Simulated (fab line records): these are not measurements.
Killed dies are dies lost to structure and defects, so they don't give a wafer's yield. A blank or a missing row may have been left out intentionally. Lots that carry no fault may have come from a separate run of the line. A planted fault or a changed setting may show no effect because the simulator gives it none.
Code-filled problem report in 8D (eight disciplines) form || flow sky130 || the parts of the form that need people (team, actions taken, sign-off) are left out

== 1. WHAT WENT WRONG ==
SONOS_TUNNEL_TW at SKY_SONOS_TUNNEL_TW_MEAS_12 reads a mean of 29.8 on 3 wafers of 2 lots; wafers without a fault read 196.6 with a standard deviation of 1.4. That is -99 or more standard deviations from the usual mean.
Earliest sighting: wafer L204.5 on film metro-02 at day 17 20:05. Wafers with a number at this step in the record: 31, from 11 lots. The rule behind "out" and "out of limits": a value lying over 4 standard deviations away from the usual mean. The other wafers with a number count as sound.

== 2. WHAT IT IS AND WHAT IT IS NOT ==
{"question": "which readings at this step", "is": "SONOS_TUNNEL_TW", "is not": "-"}
{"question": "which lots", "is": "L204, L205", "is not": "L185, L188, L190, L191, L193, L194, L196, L197, L198"}
{"question": "which wafers of those lots", "is": "L204.5, L204.6, L205.5", "is not": "L205.1"}
{"question": "read on which gauges", "is": "film metro-02", "is not": "film metro-01, film metro-04"}
{"question": "when", "is": "from day 17 20:05", "is not": "up to then (27 sound wafers); but 1 sound wafer of L205 came after"}

== 3. WHAT RULES OUT EACH SUSPECT ==
Counting: if a tool at a process step up to the reading ran every lot that is out, it stays a suspect. Sound lots after the first of them don't rule it out here, since some wafers of a struck lot are sound.
- the gauge at SKY_SONOS_TUNNEL_TW_MEAS_12 is ruled out. All the wafers that are out were read on film metro-02, but those of them that SKY_PAD_OPEN_PROBE_99 has rows for are out there too, on other tools.
- litho track-04 at SKY_SONOS_TUNNEL_DEVELOP_06 (develop time 60 s): kept. Ran every lot that is out, first one L204 (day 17 19:26); last sound lot up to then L197 (day 15 19:17).
Remaining after the count: litho track-04 at SKY_SONOS_TUNNEL_DEVELOP_06.

== 4. THE CAUSE (what the simulator had put in) ==
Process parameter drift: litho track-04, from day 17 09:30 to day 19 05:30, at SKY_SONOS_TUNNEL_DEVELOP_06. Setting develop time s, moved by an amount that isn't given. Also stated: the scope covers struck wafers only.
After counting, this tool was the only one left.

== 5. THE CHAIN OF EFFECTS, in route order ==
Each row: a reading whose mean over the struck wafers that have a number lies more than 3 standard deviations from the usual. Only readings for which the record gives a usual standard deviation are gone through. hours: the time from each lot's start at the first step in this table that gives one to its start at this step, as a median over the lots. sigmas: the change in usual standard deviations.
{"hours": 0, "step": "SKY_SONOS_TUNNEL_TW_MEAS_12", "reading": "SONOS_TUNNEL_TW", "usual": 196.6, "on struck wafers": 29.8, "change": -166.8, "sigmas": "-99 or more"}
{"hours": 776, "step": "SKY_PAD_OPEN_PROBE_99", "reading": "killed at front end", "usual": 15, "on struck wafers": 420, "change": "+405", "sigmas": "+92"}
{"hours": 776, "step": "SKY_PAD_OPEN_PROBE_99", "reading": "killed dies", "usual": 87, "on struck wafers": 492, "change": "+405", "sigmas": "+43"}
{"hours": 776, "step": "SKY_PAD_OPEN_PROBE_99", "reading": "killed on rim", "usual": 17, "on struck wafers": 96, "change": "+79", "sigmas": "+20"}
The process steps in it:
- SKY_PAD_OPEN_PROBE_99
Readings that are blank on the struck wafers while sound wafers have them: cd nm at SKY_SONOS_TUNNEL_CD_MEAS_07; SONOS_TUNNEL_OVL at SKY_SONOS_TUNNEL_OVL_MEAS_08.

== 6. HOW IT WOULD HAVE BEEN CAUGHT EARLIER ==
11 hours passed between the start of the fault at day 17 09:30 and the first reading out of limits at a measuring or inspecting step in this record, taken at day 17 20:05.
Between SKY_SONOS_TUNNEL_DEVELOP_06 and SKY_SONOS_TUNNEL_TW_MEAS_12, SKY_SONOS_TUNNEL_CD_MEAS_07 gave no cd nm and SKY_SONOS_TUNNEL_OVL_MEAS_08 gave no SONOS_TUNNEL_OVL on the struck wafers, where sound wafers have one: a measuring or inspecting step that comes back empty is itself a sign.
An alarm limit of 4 standard deviations would not have fired on the tool readings at SKY_SONOS_TUNNEL_DEVELOP_06 for which the record gives a usual standard deviation, since none of them was out on any struck wafer.
The start of SKY_SONOS_TUNNEL_DEVELOP_06 on litho track-04 came by day 17 20:05 for every one of the lots that are out (2). A hold on the tool at that time would have spared none of them.
